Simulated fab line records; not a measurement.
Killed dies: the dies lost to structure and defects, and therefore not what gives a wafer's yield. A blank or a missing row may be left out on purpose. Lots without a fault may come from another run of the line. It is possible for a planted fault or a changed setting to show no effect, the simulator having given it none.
Split-lot experiment / flow gf180mcu / 23 wafers read from 5 lots, route of 602 steps

THE SPLIT ITSELF
At GF_POLY_GATE_CVD_00 (deposits poly-Si, target thk 200 nm, time 1200 s), the setting timeS was moved away from the recipe's 1200 s on 20 of the 23 wafers read, by +4.3% to +13.3%. All remaining wafers had this setting at the recipe value.

No step appears in the file between the split and the reading.

THE READING
Values of POLY_GATE_CVD_00_THK in nm from GF_POLY_GATE_THK_MEAS_01. Typical for fault-free wafers on this fab line: 201.1 nm, with standard deviation 1.5 nm.

wafer=L074.1; tool, chamber at the split=lpcvd-02, 1; timeS as run, s=1200; against the recipe=recipe; POLY_GATE_CVD_00_THK, nm=201.9; against lot-mates on the recipe=-
wafer=L074.2; tool, chamber at the split=lpcvd-02, 1; timeS as run, s=1200; against the recipe=recipe; POLY_GATE_CVD_00_THK, nm=200.5; against lot-mates on the recipe=-
wafer=L074.6; tool, chamber at the split=lpcvd-02, 1; timeS as run, s=1200; against the recipe=recipe; POLY_GATE_CVD_00_THK, nm=201.4; against lot-mates on the recipe=-
wafer=L078.1; tool, chamber at the split=-, -; timeS as run, s=1252; against the recipe=+4.3%; POLY_GATE_CVD_00_THK, nm=208.9; against lot-mates on the recipe=no lot-mate on the recipe
wafer=L078.2; tool, chamber at the split=-, -; timeS as run, s=1252; against the recipe=+4.3%; POLY_GATE_CVD_00_THK, nm=207.7; against lot-mates on the recipe=no lot-mate on the recipe
wafer=L078.4; tool, chamber at the split=-, -; timeS as run, s=1252; against the recipe=+4.3%; POLY_GATE_CVD_00_THK, nm=207.6; against lot-mates on the recipe=no lot-mate on the recipe
wafer=L078.5; tool, chamber at the split=-, -; timeS as run, s=1252; against the recipe=+4.3%; POLY_GATE_CVD_00_THK, nm=207.4; against lot-mates on the recipe=no lot-mate on the recipe
wafer=L078.6; tool, chamber at the split=-, -; timeS as run, s=1252; against the recipe=+4.3%; POLY_GATE_CVD_00_THK, nm=209.4; against lot-mates on the recipe=no lot-mate on the recipe
wafer=L080.2; tool, chamber at the split=-, -; timeS as run, s=1272; against the recipe=+6.0%; POLY_GATE_CVD_00_THK, nm=215.1; against lot-mates on the recipe=no lot-mate on the recipe
wafer=L080.3; tool, chamber at the split=-, -; timeS as run, s=1272; against the recipe=+6.0%; POLY_GATE_CVD_00_THK, nm=213.6; against lot-mates on the recipe=no lot-mate on the recipe
wafer=L080.4; tool, chamber at the split=-, -; timeS as run, s=1272; against the recipe=+6.0%; POLY_GATE_CVD_00_THK, nm=214.0; against lot-mates on the recipe=no lot-mate on the recipe
wafer=L080.5; tool, chamber at the split=-, -; timeS as run, s=1272; against the recipe=+6.0%; POLY_GATE_CVD_00_THK, nm=214.7; against lot-mates on the recipe=no lot-mate on the recipe
wafer=L080.6; tool, chamber at the split=-, -; timeS as run, s=1272; against the recipe=+6.0%; POLY_GATE_CVD_00_THK, nm=213.1; against lot-mates on the recipe=no lot-mate on the recipe
wafer=L081.1; tool, chamber at the split=-, -; timeS as run, s=1360; against the recipe=+13.3%; POLY_GATE_CVD_00_THK, nm=227.5; against lot-mates on the recipe=no lot-mate on the recipe
wafer=L081.3; tool, chamber at the split=-, -; timeS as run, s=1360; against the recipe=+13.3%; POLY_GATE_CVD_00_THK, nm=228.2; against lot-mates on the recipe=no lot-mate on the recipe
wafer=L081.4; tool, chamber at the split=-, -; timeS as run, s=1360; against the recipe=+13.3%; POLY_GATE_CVD_00_THK, nm=228.4; against lot-mates on the recipe=no lot-mate on the recipe
wafer=L081.5; tool, chamber at the split=-, -; timeS as run, s=1360; against the recipe=+13.3%; POLY_GATE_CVD_00_THK, nm=228.1; against lot-mates on the recipe=no lot-mate on the recipe
wafer=L081.6; tool, chamber at the split=-, -; timeS as run, s=1360; against the recipe=+13.3%; POLY_GATE_CVD_00_THK, nm=227.9; against lot-mates on the recipe=no lot-mate on the recipe
wafer=L085.1; tool, chamber at the split=-, -; timeS as run, s=1310; against the recipe=+9.2%; POLY_GATE_CVD_00_THK, nm=222.5; against lot-mates on the recipe=no lot-mate on the recipe
wafer=L085.2; tool, chamber at the split=-, -; timeS as run, s=1310; against the recipe=+9.2%; POLY_GATE_CVD_00_THK, nm=220.6; against lot-mates on the recipe=no lot-mate on the recipe
wafer=L085.3; tool, chamber at the split=-, -; timeS as run, s=1310; against the recipe=+9.2%; POLY_GATE_CVD_00_THK, nm=221.5; against lot-mates on the recipe=no lot-mate on the recipe
wafer=L085.4; tool, chamber at the split=-, -; timeS as run, s=1310; against the recipe=+9.2%; POLY_GATE_CVD_00_THK, nm=221.5; against lot-mates on the recipe=no lot-mate on the recipe
wafer=L085.6; tool, chamber at the split=-, -; timeS as run, s=1310; against the recipe=+9.2%; POLY_GATE_CVD_00_THK, nm=221.3; against lot-mates on the recipe=no lot-mate on the recipe

FIT RESULTS
A straight line over all 23 wafers: POLY_GATE_CVD_00_THK changes by +2.1 nm for each +1% of timeS; r = +0.99; the points scatter about the line by 1.4 nm.
Too few moved wafers have a lot-mate on the recipe to fit a line with each lot's own level taken away.

THE WHOLE CHAIN: every reading that the file lists as answering this split, in the file's order
step=GF_POLY_GATE_CVD_00; what it does=deposits poly-Si, target thk 200 nm, time 1200 s; reading=poly-Si_of_POLY_GATE_CVD_00.thkNm (the simulator's own value, which no gauge read); change (the file's fit)=+2.1 nm for each +1% of the setting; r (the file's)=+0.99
step=GF_POLY_GATE_THK_MEAS_01; what it does=; reading=POLY_GATE_CVD_00_THK; change (the file's fit)=+2.1 for each +1% of the setting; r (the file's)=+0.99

FILE'S OWN FIT
POLY_GATE_CVD_00_THK changes by +2.1 nm for each +1% of timeS, r = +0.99.
